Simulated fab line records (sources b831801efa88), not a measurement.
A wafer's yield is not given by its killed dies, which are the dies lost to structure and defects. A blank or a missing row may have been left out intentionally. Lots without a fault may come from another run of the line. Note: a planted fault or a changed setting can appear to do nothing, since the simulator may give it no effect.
Matching of chambers + flow sky130 + rie-diel-04 running SKY_FIELD_ISO_ETCH_14: 4 sister chambers
The step etches BARC in N2/H2, stops on SiO2, time 45.9 s, target depth 60 nm. 8 wafers are shown with their chamber, then 9 later ones without.

## WAFERS WITH THEIR CHAMBER
| wafer  | chamber | drypump-motor-current-A (A) | oes-product-au (a.u.) |
|--------|---------|-----------------------------|-----------------------|
| L079.6 | 2       | 5.7                         | 0.852                 |
| L080.3 | 2       | 5.7                         | 0.852                 |
| L080.4 | 1       | 5.6                         | 0.855                 |
| L089.1 | 1       | 5.6                         | 0.869                 |
| L089.2 | 3       | 5.6                         | 0.854                 |
| L090.2 | 3       | 5.5                         | 0.853                 |
| L090.3 | 0       | 6.7                         | 0.858                 |
| L090.6 | 0       | 6.7                         | 0.851                 |

## WAFERS WITHOUT THEIR CHAMBER
| wafer  | drypump-motor-current-A (A) | oes-product-au (a.u.) |
|--------|-----------------------------|-----------------------|
| L091.1 | 5.6                         | 0.850                 |
| L091.4 | 6.7                         | 0.844                 |
| L091.5 | 5.7                         | 0.862                 |
| L093.1 | 5.7                         | 0.851                 |
| L093.2 | 6.7                         | 0.846                 |
| L093.5 | 5.7                         | 0.861                 |
| L094.1 | 6.7                         | 0.859                 |
| L094.5 | 6.7                         | 0.848                 |
| L094.6 | 5.6                         | 0.860                 |

## WHICH CHAMBER EACH ONE RAN IN
| wafer  | from the rows above          | in truth |
|--------|------------------------------|----------|
| L091.1 | can't be placed: 3 or 1 or 2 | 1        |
| L091.4 | 0                            | 0        |
| L091.5 | can't be placed: 2 or 1      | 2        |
| L093.1 | 2                            | 2        |
| L093.2 | 0                            | 0        |
| L093.5 | can't be placed: 2 or 1      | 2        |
| L094.1 | 0                            | 0        |
| L094.5 | 0                            | 0        |
| L094.6 | can't be placed: 1 or 3      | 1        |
Correct placement for 5 of the 9. Can't be placed from these rows: 4 (the true chamber is among the candidates in 4). Wrongly placed: 0.
How it was worked out, from the rows above alone: a wafer's distance from a chamber is the root of the sum, over the readings, of the square of ((its reading less the chamber's mean) divided by the reading's scatter). The wafer belongs to the nearest chamber; if the next one is less than 2 further off, it can't be placed. For every chamber, the mean is computed from those of its wafers that are shown. How the scatter is found: for the shown wafers, subtract from each reading the mean of its chamber, square and add these, divide the total by (wafers less chambers), then take the root.
